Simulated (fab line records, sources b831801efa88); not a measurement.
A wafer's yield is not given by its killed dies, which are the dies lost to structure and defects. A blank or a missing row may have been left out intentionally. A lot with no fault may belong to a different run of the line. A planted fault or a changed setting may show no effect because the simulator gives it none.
fab line records	flow sky130
[record] lots = 12	wafers = 36	lastDay = 50
route steps=708 shown CAP2M@603 VIA4@641 PAD_OPEN@708
lots that met no fault: from a run of the same line without faults
startH: hours from the record's first day to the start of the lot's first wafer shown	waitH: hours since the lot's step before	" the same as in the row above	L1.1+2: a single row standing in for several wafers	- no value, or no start was given	* or withheld: withheld	< > ~ a bound
route shown NAME@n: NAME is a module with steps in the file, n the number in the route of the first one	usual: the fault-free wafers' mean and standard deviation	same: alike in all rows	chamber/n: place in a boat	sites: per-site readings	_std_site: their standard deviation	_edge_site: outer sites' mean less inner sites'	radiusMm: for every site, how far away it sits from the centre of the wafer	mask NAME#n: copy n	behind: tool/chamber where the wafer was last shaped	hold: why the lot was held/for how many hours/how that ended	device: names the non-switching transistor (n, p or np)	end of line: tests run on the same wafers once the route is complete	a step without rows: its recipe alone	killed: not the wafer's yield, but the dies lost to structure and defects at the first sort	map: per-die view of a wafer (x killed, . not killed, _ where there is no die)
set.NAME: the setting as run; set.NAME@STEP: as run at that earlier step	model.NAME: the simulator's own value behind a step, which no gauge read
steps of the route over a sample of lots; a table a step, a row a wafer
services: from which hour (startH, from the record's first day; less than 0 if before it) a tool's chamber was out of use, for how many hours, and why
[[steps]]
[step SKY_CAP2M_CVD_00]
[recipe] material = SiO2	targetThkNm = 15.5	tempC = 400	timeS = withheld	rfW = 450
[usual] heaterPowerW = 707/91
lot.wafer	tool	chamber	startH	waitH	heaterPowerW
L580.2	pecvd-04	0	939.26	0.0	636
L580.3	"	1	"	"	768
L580.6	"	2	"	"	783
L581.2	pecvd-02	2	967.68	0.0	810
L581.3	"	0	"	"	672
L581.5	"	2	"	"	805
L583.1	pecvd-04	2	974.40	0.0	915
L583.2	"	0	"	"	690
L583.5	"	2	"	"	897
L584.2	pecvd-03	2	984.04	0.0	550
L584.3	"	0	"	"	803
L584.6	"	0	"	"	800
L585.2	pecvd-04	2	987.53	0.0	842
L585.5	"	2	"	"	849
L585.6	"	0	"	"	689
L592.2	pecvd-03	2	1024.23	0.0	597
L592.4	"	0	"	"	811
L592.5	"	1	"	"	607
L591.2	pecvd-04	1	1027.74	0.0	672
L591.3	"	2	"	"	915
L591.4	"	2	"	"	891
L593.2	pecvd-03	0	1033.56	0.0	731
L593.5	"	2	"	"	587
L593.6	"	0	"	"	718
L595.2	pecvd-02	0	1045.09	0.0	601
L595.4	"	2	"	"	702
L595.5	"	2	"	"	698
L599.3	pecvd-03	2	1072.10	0.0	588
L599.5	"	2	"	"	593
L599.6	"	1	"	"	730
L600.1	pecvd-02	2	1086.06	0.0	674
L600.3	"	2	"	"	676
L600.5	"	2	"	"	688
L601.1	pecvd-02	0	1090.88	0.0	616
L601.5	"	2	"	"	795
L601.6	"	0	"	"	605
[step SKY_CAP2M_THK_MEAS_01]
[recipe] reads = SiO2_of_CAP2M_CVD_00
[usual] CAP2M_CVD_00_THK = 15.59/0.23
lot.wafer	tool	chamber	startH	waitH	CAP2M_CVD_00_THK[nm]
L580.2	filmMetro-03	-	939.29	-	15.19
L580.3	"	-	"	"	15.27
L580.6	"	-	"	"	15.19
L581.2	filmMetro-02	-	967.71	-	15.46
L581.3	"	-	"	"	15.30
L581.5	"	-	"	"	15.81
L583.1	filmMetro-01	-	974.42	-	15.59
L583.2	"	-	"	"	15.34
L583.5	"	-	"	"	15.87
L584.2	filmMetro-03	-	984.07	-	15.23
L584.3	"	-	"	"	15.01
L584.6	"	-	"	"	15.62
L585.2	filmMetro-01	-	987.56	-	15.43
L585.5	"	-	"	"	15.70
L585.6	"	-	"	"	15.50
L592.2	filmMetro-01	-	1024.26	-	15.31
L592.4	"	-	"	"	15.65
L592.5	"	-	"	"	15.45
L591.2	filmMetro-02	-	1027.77	-	15.49
L591.3	"	-	"	"	15.50
L591.4	"	-	"	"	15.82
L593.2	filmMetro-02	-	1033.59	-	15.53
L593.5	"	-	"	"	15.64
L593.6	"	-	"	"	15.54
L595.2	filmMetro-03	-	1045.14	-	15.58
L595.4	"	-	"	"	15.86
L595.5	"	-	"	"	15.96
L599.3	filmMetro-02	-	1072.14	-	15.32
L599.5	"	-	"	"	15.69
L599.6	"	-	"	"	15.48
L600.1	filmMetro-01	-	1086.10	-	15.68
L600.3	"	-	"	"	15.63
L600.5	"	-	"	"	15.82
L601.1	filmMetro-01	-	1090.91	-	15.53
L601.5	"	-	"	"	15.85
L601.6	"	-	"	"	15.85
[step SKY_VIA4_CMP_02]
[recipe] material = SiO2	downForcePsi = 4	platenRpm = 60	padVelocityMS = 0.94248
[usual] motorCurrentA = 11.7/1.2
lot.wafer	tool	chamber	startH	waitH	motorCurrentA
L580.3	cmp-02	3	988.68	0.1	10.8
L580.2	"	1	"	"	12.2
L580.6	"	2	"	"	10.2
L581.3	cmp-02	0	1015.53	0.0	11.9
L581.2	"	1	"	"	11.3
L581.5	"	0	"	"	11.7
L583.1	cmp-01	1	1022.61	0.1	12.3
L583.2	"	3	"	"	13.1
L583.5	"	1	"	"	11.9
L584.3	cmp-02	3	1031.92	0.1	10.7
L584.2	"	0	"	"	12.1
L584.6	"	3	"	"	10.7
L585.2	cmp-02	2	1035.85	0.0	9.4
L585.6	"	2	"	"	8.9
L585.5	"	3	"	"	10.6
L592.4	cmp-02	1	1070.22	0.0	12.6
L592.2	"	3	"	"	10.9
L592.5	"	2	"	"	9.8
L591.3	cmp-01	2	1072.14	0.0	12.8
L591.2	"	0	"	"	11.7
L591.4	"	1	"	"	12.7
L593.2	cmp-02	3	1078.42	0.1	10.7
L593.5	"	1	"	"	12.6
L593.6	"	2	"	"	9.3
L595.4	cmp-02	3	1089.82	0.0	10.7
L595.2	"	0	"	"	12.4
L595.5	"	3	"	"	10.4
L599.3	cmp-01	2	1115.72	0.0	13.0
L599.5	"	2	"	"	12.3
L599.6	"	3	"	"	12.4
L600.1	cmp-01	2	1127.60	0.1	12.2
L600.3	"	3	"	"	11.6
L600.5	"	0	"	"	11.9
L601.1	cmp-01	1	1133.98	0.6	13.3
L601.6	"	2	"	"	12.8
L601.5	"	3	"	"	12.6
[step SKY_VIA4_STRIP_13]
[recipe] chemistry = O2/N2	powerW = 1400	pressureMtorr = 1500	platenTempC = withheld	o2FlowSccm = 3000	n2FlowSccm = 300	overashFraction = 0.5
[usual] chamberPressureMTorr = 1500.0/1.3	drypumpMotorCurrentA = 5.9/0.49	oesProductAu = 0.709/0.0044	stripTimeToEndpointS = 12.803/0.029
lot.wafer	tool	chamber	startH	waitH	chamberPressureMTorr	drypumpMotorCurrentA	oesProductAu	rfHoursCounterH	stripTimeToEndpointS
L580.2	plasmaAsher-04	0	1012.36	-	1499.8	5.4	0.713	87	12.808
L580.3	"	1	"	"	1497.3	6.7	0.707	-	12.850
L580.6	"	0	"	"	1499.0	5.3	0.717	-	12.815
L581.2	plasmaAsher-03	0	1037.92	-	1497.9	6.3	0.712	119	12.857
L581.3	"	0	"	"	1500.3	6.3	0.708	-	12.815
L581.5	"	0	"	"	1501.5	6.3	0.709	-	12.815
L583.1	plasmaAsher-03	1	1044.52	-	-	-	-	-	-
L583.2	"	0	"	"	-	-	-	-	-
L583.5	"	0	"	"	-	-	-	-	-
L584.2	plasmaAsher-03	1	1054.02	-	-	-	-	-	-
L584.3	"	1	"	"	-	-	-	-	-
L584.6	"	0	"	"	-	-	-	-	-
L585.2	plasmaAsher-04	0	1057.92	-	-	-	-	-	-
L585.5	"	1	"	"	-	-	-	-	-
L585.6	"	0	"	"	-	-	-	-	-
L592.2	plasmaAsher-01	1	1091.22	-	1502.1	6.2	0.713	63	12.792
L592.4	"	1	"	"	1500.0	6.2	0.708	-	12.818
L592.5	"	1	"	"	1501.1	6.2	0.714	-	12.785
L591.2	plasmaAsher-03	0	1092.72	-	1500.2	6.3	0.714	3	12.839
L591.3	"	1	"	"	1500.5	5.7	0.712	-	12.882
L591.4	"	0	"	"	1499.4	6.3	0.712	-	12.829
L593.2	plasmaAsher-01	0	1099.37	-	1499.3	5.3	0.708	64	12.819
L593.5	"	0	"	"	1501.2	5.3	0.709	-	12.792
L593.6	"	1	"	"	1498.7	6.3	0.707	-	12.777
L595.2	plasmaAsher-03	1	1110.47	-	1497.2	5.7	0.714	4	12.781
L595.4	"	1	"	"	1500.4	5.7	0.714	-	12.795
L595.5	"	1	"	"	1500.9	5.7	0.711	-	12.824
L599.3	plasmaAsher-01	0	1135.91	-	1498.3	5.3	0.704	-	12.823
L599.5	"	0	"	"	1499.3	5.3	0.714	-	12.824
L599.6	"	1	"	"	1500.7	6.3	0.705	-	12.804
L600.1	plasmaAsher-04	0	1146.52	-	1502.8	5.3	0.697	100	12.809
L600.3	"	0	"	"	1500.2	5.3	0.709	-	12.868
L600.5	"	1	"	"	1498.5	6.6	0.713	-	12.787
L601.1	plasmaAsher-04	0	1152.57	-	1498.9	5.3	0.704	101	12.820
L601.5	"	1	"	"	1499.1	6.6	0.700	-	12.797
L601.6	"	0	"	"	1498.2	5.3	0.704	-	12.813
[step SKY_PAD_OPEN_PROBE_99]
[usual] defectLimitedYield = 82.6/1.7	killed_at_M0_to_M3 = 42/6.4	killed_at_M4_up = 3.2/1.9	killedAtContacts = 24/4.8	killedAtFrontEnd = 16/4.4	killedAtOther = 0.3/0.55	killedDies = 86/8.6	killedOnRim = 17/3.5	killedOpen = 46/6.6	killedShort = 39/5.7	sort_bin_3_pad_short = 0.8/0.41	sort_bin_5_function = 10.3/1.5	sort_bin_6_memory = 6.3/1	sortNPass = 406/8.6	sortYieldPct = 82.6/1.7
[same] grossDies = 492	killedAtBackSide = 0	sort_bin_4_leakage[%] = 0	sort_bin_8_speed[%] = 0
lot.wafer	tool	chamber	startH	waitH	defectLimitedYield[%]	killed_at_M0_to_M3	killed_at_M4_up	killedAtContacts	killedAtFrontEnd	killedAtOther	killedDies	killedOnRim	killedOpen	killedShort	sort_bin_3_pad_short[%]	sort_bin_5_function[%]	sort_bin_6_memory[%]	sortNPass	sortYieldPct[%]
L580.2	prober-01	-	1082.83	0.1	80.5	51	5	16	24	0	96	20	48	48	1.2	11.8	6.5	396	80.5
L580.3	prober-01	-	1082.88	0.2	79.5	42	5	20	34	0	101	16	54	47	0.4	12.8	7.3	391	79.5
L580.6	prober-01	-	1083.03	0.2	81.5	49	4	19	19	0	91	17	46	45	0.6	10.6	7.3	401	81.5
L581.2	prober-02	-	1106.00	0.1	83.3	38	3	24	17	0	82	12	43	39	0.2	10.2	6.3	410	83.3
L581.3	prober-02	-	1106.05	0.2	83.9	37	4	21	16	1	79	17	48	30	1.4	8.7	5.9	413	83.9
L581.5	prober-02	-	1106.15	0.2	80.9	48	3	25	17	1	94	16	48	45	0.2	11.4	7.5	398	80.9
L583.1	prober-01	-	1112.68	0.1	0.6	7	476	4	2	0	489	96	8	6	20.3	75.4	3.7	3	0.6
L583.2	prober-01	-	1112.73	0.1	0.6	3	482	3	1	0	489	96	3	5	22.2	75.4	1.8	3	0.6
L583.5	prober-01	-	1112.88	0.2	0.6	6	476	3	4	0	489	96	6	6	20.5	76.0	2.8	3	0.6
L584.2	prober-02	-	1120.31	0.1	0.4	6	478	5	1	0	490	96	6	6	27.2	67.9	4.5	2	0.4
L584.3	prober-02	-	1120.36	0.2	0.4	7	477	1	5	0	490	95	5	9	22.0	75.0	2.6	2	0.4
L584.6	prober-02	-	1120.51	0.2	0.2	10	476	3	2	0	491	96	10	7	25.0	71.7	3.0	1	0.2
L585.2	prober-01	-	1123.06	0.1	1.0	5	474	4	4	0	487	95	8	6	24.0	72.8	2.2	5	1.0
L585.5	prober-01	-	1123.21	0.2	0.6	8	475	3	3	0	489	95	8	6	26.2	70.3	2.8	3	0.6
L585.6	prober-01	-	1123.26	0.2	0.4	10	474	3	3	0	490	96	12	4	24.2	73.0	2.4	2	0.4
L592.2	prober-01	-	1153.97	0.1	81.7	47	3	22	18	0	90	20	40	50	0.6	10.2	7.5	402	81.7
L592.4	prober-01	-	1154.07	0.2	83.1	42	4	24	13	0	83	12	38	44	1.4	9.8	5.7	409	83.1
L592.5	prober-01	-	1154.12	0.2	84.1	29	2	33	14	0	78	17	51	26	1.0	8.3	6.5	414	84.1
L591.2	prober-02	-	1156.33	0.1	83.3	36	4	25	17	0	82	17	40	41	1.6	9.8	5.3	410	83.3
L591.3	prober-02	-	1156.38	0.2	82.3	48	6	23	10	0	87	17	42	43	0.4	10.4	6.9	405	82.3
L591.4	prober-02	-	1156.43	0.2	80.3	51	6	20	20	0	97	22	49	47	0.8	13.0	5.9	395	80.3
L593.2	prober-01	-	1161.36	0.1	85.8	36	4	13	17	0	70	16	42	27	0	8.9	5.3	422	85.8
L593.5	prober-01	-	1161.51	0.2	82.7	44	5	26	10	0	85	16	44	41	0.8	11.2	5.3	407	82.7
L593.6	prober-01	-	1161.56	0.2	81.5	42	3	26	20	0	91	17	51	40	1.0	10.8	6.7	401	81.5
L595.2	prober-01	-	1172.42	0.1	81.1	50	3	29	11	0	93	18	53	39	0.6	12.0	6.3	399	81.1
L595.4	prober-01	-	1172.52	0.2	81.9	49	3	23	14	0	89	13	42	47	1.2	10.6	6.3	403	81.9
L595.5	prober-01	-	1172.57	0.2	84.8	37	1	27	10	0	75	13	44	31	0.8	7.9	6.5	417	84.8
L599.3	prober-02	-	1191.67	0.2	81.3	42	4	27	18	1	92	20	58	34	0.4	11.2	7.1	400	81.3
L599.5	prober-02	-	1191.77	0.2	81.5	51	2	18	19	1	91	16	47	44	1.2	10.2	7.1	401	81.5
L599.6	prober-02	-	1191.82	0.2	83.1	44	2	18	19	0	83	16	49	34	0.2	10.4	6.3	409	83.1
L600.1	prober-02	-	1200.17	0.1	79.9	45	5	28	21	0	99	25	51	45	0.8	11.8	7.5	393	79.9
L600.3	prober-02	-	1200.27	0.2	82.5	43	3	29	11	0	86	15	44	41	0.8	10.2	6.5	406	82.5
L600.5	prober-02	-	1200.37	0.2	81.5	55	1	21	14	0	91	20	52	39	1.0	12.0	5.5	401	81.5
// killed by level:class
L580.2 VIA1:geometricParticle:open=14 VIA2:geometricParticle:open=11 POLY_GATE:geometricParticle:short=7 FIELD_ISO:geometricParticle:short=6 VIA3:geometricParticle:open=6 METAL4:geometricParticle:short=5 LI_CONTACT:geometricParticle:open=5 METAL1:geometricParticle:short=5
L580.3 VIA1:geometricParticle:open=15 FIELD_ISO:geometricParticle:short=13 FIELD_ISO:geometricParticle:open=10 VIA2:geometricParticle:open=8 POLY_GATE:geometricParticle:open=7 CONTACT:geometricParticle:short=6 VIA1:geometricParticle:short=6 CONTACT:geometricParticle:open=5
L580.6 VIA1:geometricParticle:open=15 VIA1:geometricParticle:short=9 VIA2:geometricParticle:open=9 FIELD_ISO:geometricParticle:open=6 CONTACT:geometricParticle:open=6 CONTACT:geometricParticle:short=6 METAL2:geometricParticle:short=6 FIELD_ISO:geometricParticle:short=4
L581.2 CONTACT:geometricParticle:open=12 VIA1:geometricParticle:open=7 METAL3:geometricParticle:short=6 VIA2:geometricParticle:open=6 FIELD_ISO:geometricParticle:open=5 POLY_GATE:geometricParticle:short=5 LI_CONTACT:geometricParticle:open=5 METAL1:geometricParticle:short=5
L581.3 VIA1:geometricParticle:open=13 CONTACT:geometricParticle:open=11 VIA2:geometricParticle:open=8 VIA3:geometricParticle:open=6 POLY_GATE:geometricParticle:short=5 FIELD_ISO:geometricParticle:short=4 LI_CONTACT:geometricParticle:open=4 CONTACT:geometricParticle:short=4
L581.5 METAL2:geometricParticle:short=12 CONTACT:geometricParticle:open=10 VIA1:geometricParticle:open=9 LI_CONTACT:geometricParticle:open=9 FIELD_ISO:geometricParticle:open=6 METAL1:geometricParticle:short=5 VIA2:geometricParticle:short=5 VIA3:geometricParticle:open=5
L583.1 VIA4:plasmaStripResidue=475 METAL2:geometricParticle:short=2 VIA2:geometricParticle:open=2 FIELD_ISO:geometricParticle:open=1 POLY_GATE:geometricParticle:open=1 CONTACT:geometricParticle:open=1 LI_CONTACT:geometricParticle:short=1 LOCAL_INTERCONNECT:geometricParticle:open=1
L583.2 VIA4:plasmaStripResidue=481 POLY_GATE:geometricParticle:short=1 LOCAL_INTERCONNECT:geometricParticle:short=1 CONTACT:geometricParticle:open=1 METAL1:geometricParticle:open=1 CONTACT:geometricParticle:short=1 VIA1:geometricParticle:open=1 VIA2:geometricParticle:short=1
L583.5 VIA4:plasmaStripResidue=476 METAL1:geometricParticle:short=2 FIELD_ISO:geometricParticle:open=1 FIELD_ISO:geometricParticle:short=1 POLY_GATE:geometricParticle:open=1 LI_CONTACT:geometricParticle:open=1 LOCAL_INTERCONNECT:geometricParticle:open=1 CONTACT:geometricParticle:short=1
L584.2 VIA4:plasmaStripResidue=478 CONTACT:geometricParticle:short=3 FIELD_ISO:geometricParticle:open=1 VIA2:geometricParticle:open=1 METAL1:geometricParticle:short=1 LI_CONTACT:geometricParticle:open=1 CONTACT:geometricParticle:open=1 VIA1:geometricParticle:open=1
L584.3 VIA4:plasmaStripResidue=476 FIELD_ISO:geometricParticle:short=2 VIA3:geometricParticle:open=2 FIELD_ISO:geometricParticle:open=1 SPACER:geometricParticle:short=1 POLY_CUT:geometricParticle:open=1 CONTACT:geometricParticle:open=1 METAL1:geometricParticle:short=1
L584.6 VIA4:plasmaStripResidue=474 METAL1:geometricParticle:short=3 VIA1:geometricParticle:short=3 LI_CONTACT:geometricParticle:open=2 VIA3:geometricParticle:open=2 FIELD_ISO:geometricParticle:open=1 SPACER:geometricParticle:open=1 CONTACT:geometricParticle:open=1
L585.2 VIA4:plasmaStripResidue=473 CONTACT:geometricParticle:open=2 VIA1:geometricParticle:short=2 VIA1:geometricParticle:open=2 FIELD_ISO:geometricParticle:short=1 POLY_GATE:geometricParticle:open=1 SPACER:geometricParticle:open=1 SPACER:geometricParticle:short=1
L585.5 VIA4:plasmaStripResidue=475 VIA1:geometricParticle:open=5 POLY_GATE:geometricParticle:open=2 CONTACT:geometricParticle:short=2 VIA1:geometricParticle:short=2 POLY_GATE:geometricParticle:short=1 CONTACT:geometricParticle:open=1 METAL1:geometricParticle:short=1
L585.6 VIA4:plasmaStripResidue=474 VIA1:geometricParticle:open=3 VIA2:geometricParticle:short=3 POLY_GATE:geometricParticle:open=2 CONTACT:geometricParticle:open=2 VIA3:geometricParticle:open=2 FIELD_ISO:geometricParticle:open=1 VIA2:geometricParticle:open=1
L592.2 METAL1:geometricParticle:short=11 VIA2:geometricParticle:open=10 METAL2:geometricParticle:short=8 CONTACT:geometricParticle:open=6 VIA1:geometricParticle:open=6 LI_CONTACT:geometricParticle:open=5 LI_CONTACT:geometricParticle:short=5 LOCAL_INTERCONNECT:geometricParticle:short=5
L592.4 VIA1:geometricParticle:open=11 CONTACT:geometricParticle:open=7 CONTACT:geometricParticle:short=5 METAL2:geometricParticle:short=5 VIA2:geometricParticle:open=5 FIELD_ISO:geometricParticle:short=4 METAL4:geometricParticle:short=4 LI_CONTACT:geometricParticle:open=4
L592.5 CONTACT:geometricParticle:open=18 LI_CONTACT:geometricParticle:open=7 VIA1:geometricParticle:open=7 VIA3:geometricParticle:open=6 CONTACT:geometricParticle:short=5 FIELD_ISO:geometricParticle:open=4 VIA2:geometricParticle:open=4 POLY_GATE:geometricParticle:short=3
L591.2 LI_CONTACT:geometricParticle:open=10 FIELD_ISO:geometricParticle:open=6 FIELD_ISO:geometricParticle:short=6 CONTACT:geometricParticle:open=6 VIA3:geometricParticle:short=6 METAL2:geometricParticle:short=5 VIA2:geometricParticle:open=5 CONTACT:geometricParticle:short=4
L591.3 CONTACT:geometricParticle:open=10 LI_CONTACT:geometricParticle:open=7 METAL1:geometricParticle:short=7 VIA1:geometricParticle:short=6 VIA1:geometricParticle:open=6 METAL2:geometricParticle:short=6 VIA2:geometricParticle:open=6 VIA3:geometricParticle:open=5
L591.4 VIA1:geometricParticle:open=11 CONTACT:geometricParticle:open=11 METAL2:geometricParticle:short=8 METAL1:geometricParticle:short=8 VIA2:geometricParticle:open=6 FIELD_ISO:geometricParticle:short=5 POLY_GATE:geometricParticle:short=5 LI_CONTACT:geometricParticle:open=5
L593.2 VIA1:geometricParticle:open=8 CONTACT:geometricParticle:open=7 FIELD_ISO:geometricParticle:open=6 FIELD_ISO:geometricParticle:short=6 VIA2:geometricParticle:open=5 LI_CONTACT:geometricParticle:open=4 METAL1:geometricParticle:short=4 VIA1:geometricParticle:short=3
L593.5 CONTACT:geometricParticle:open=10 VIA1:geometricParticle:open=10 VIA1:geometricParticle:short=8 LI_CONTACT:geometricParticle:open=7 CONTACT:geometricParticle:short=5 METAL4:geometricParticle:short=5 METAL2:geometricParticle:short=5 LOCAL_INTERCONNECT:geometricParticle:short=4
L593.6 CONTACT:geometricParticle:open=11 VIA1:geometricParticle:open=8 VIA2:geometricParticle:open=8 FIELD_ISO:geometricParticle:short=7 VIA3:geometricParticle:open=6 POLY_GATE:geometricParticle:open=5 POLY_GATE:geometricParticle:short=5 LI_CONTACT:geometricParticle:open=5
L595.2 CONTACT:geometricParticle:open=13 VIA1:geometricParticle:open=10 VIA2:geometricParticle:open=9 VIA3:geometricParticle:open=8 VIA1:geometricParticle:short=8 CONTACT:geometricParticle:short=7 LOCAL_INTERCONNECT:geometricParticle:short=5 METAL1:geometricParticle:short=4
L595.4 METAL1:geometricParticle:short=8 VIA2:geometricParticle:open=8 VIA3:geometricParticle:short=8 CONTACT:geometricParticle:open=7 LI_CONTACT:geometricParticle:open=6 FIELD_ISO:geometricParticle:short=5 VIA3:geometricParticle:open=5 LOCAL_INTERCONNECT:geometricParticle:short=4
L595.5 CONTACT:geometricParticle:open=13 LI_CONTACT:geometricParticle:open=7 METAL1:geometricParticle:short=6 VIA3:geometricParticle:open=6 VIA2:geometricParticle:open=5 VIA1:geometricParticle:open=5 METAL2:geometricParticle:short=4 FIELD_ISO:geometricParticle:open=3
L599.3 CONTACT:geometricParticle:open=12 VIA1:geometricParticle:open=11 FIELD_ISO:geometricParticle:open=6 LI_CONTACT:geometricParticle:open=6 VIA2:geometricParticle:open=6 POLY_GATE:geometricParticle:open=5 METAL2:geometricParticle:short=5 VIA3:geometricParticle:open=4
L599.5 VIA1:geometricParticle:open=8 VIA3:geometricParticle:short=7 CONTACT:geometricParticle:short=7 CONTACT:geometricParticle:open=7 VIA2:geometricParticle:open=7 FIELD_ISO:geometricParticle:short=6 VIA1:geometricParticle:short=6 FIELD_ISO:geometricParticle:open=5
L599.6 VIA1:geometricParticle:open=12 FIELD_ISO:geometricParticle:open=6 CONTACT:geometricParticle:open=6 VIA2:geometricParticle:open=6 VIA1:geometricParticle:short=5 VIA3:geometricParticle:open=5 FIELD_ISO:geometricParticle:short=4 LI_CONTACT:geometricParticle:open=4
L600.1 CONTACT:geometricParticle:open=11 VIA1:geometricParticle:open=10 LI_CONTACT:geometricParticle:open=8 VIA2:geometricParticle:open=8 FIELD_ISO:geometricParticle:short=6 METAL1:geometricParticle:short=6 METAL2:geometricParticle:short=5 FIELD_ISO:geometricParticle:open=4
L600.3 LI_CONTACT:geometricParticle:open=12 VIA1:geometricParticle:open=9 METAL2:geometricParticle:short=7 METAL1:geometricParticle:short=5 CONTACT:geometricParticle:open=5 VIA1:geometricParticle:short=5 VIA3:geometricParticle:short=5 LI_CONTACT:geometricParticle:short=4
L600.5 CONTACT:geometricParticle:open=11 VIA2:geometricParticle:open=10 METAL2:geometricParticle:short=8 VIA1:geometricParticle:open=7 VIA3:geometricParticle:open=7 FIELD_ISO:geometricParticle:short=5 METAL2:geometricParticle:open=5 LI_CONTACT:geometricParticle:open=5
[[services]]
tool	chamber	startH	hours	kind
plasmaAsher-01	-	923.72	4.0	repair
pecvd-02	-	926.06	4.3	pm
cmp-02	-	935.33	0.6	repair
cmp-02	-	965.66	5.7	pm
cmp-01	-	990.01	2.4	repair
pecvd-02	1	991.03	3.8	repair
cmp-02	-	994.07	4.6	repair
cmp-02	-	1010.64	0.8	repair
pecvd-02	1	1018.59	74.1	repair
pecvd-04	-	1049.46	28.1	pm
pecvd-03	-	1052.05	2.8	pm
plasmaAsher-03	-	1055.25	9.0	pm
cmp-01	-	1056.99	0.8	repair
cmp-02	-	1084.44	4.0	pm
cmp-01	-	1084.46	0.3	repair
pecvd-02	2	1087.23	3.2	repair
cmp-02	-	1088.44	-	consumableReplace:conditioner
pecvd-02	-	1093.59	2.2	repair
plasmaAsher-04	-	1096.18	3.6	repair
cmp-01	-	1103.21	5.1	pm
pecvd-02	1	1104.66	13.2	repair
cmp-01	-	1109.02	2.1	repair
cmp-02	-	1132.10	2.5	repair
cmp-02	-	1151.61	2.3	repair
[[key]]
[firstSign] step = SKY_VIA4_STRIP_13	reading = toolRecord	direction = missing
[effect] step = SKY_PAD_OPEN_PROBE_99	reading = killed_at_M4_up	direction = up	sigmas = 99+	usual = 3.2	struck = 476.4
metAt SKY_VIA4_STRIP_13
struckLots L583,L584,L585
laterRowsLeftOut L583.1,L583.2,L583.5,L584.2,L584.3,L584.6,L585.2,L585.5,L585.6
notActingAt SKY_CAP2M_CVD_00,SKY_CAP2M_THK_MEAS_01,SKY_VIA4_CMP_02
onsetBetween 1037.92 1044.52
[fault] kind = skippedStepWhole	tool = plasmaAsher-03,plasmaAsher-04	chamber = -	onsetH = 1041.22	steps = SKY_VIA4_STRIP_13	scope = struckLotsOnly
// laterRowsLeftOut: the simulator's readings of these wafers behind a module that went badly wrong aren't trusted and aren't shown, but for the sort
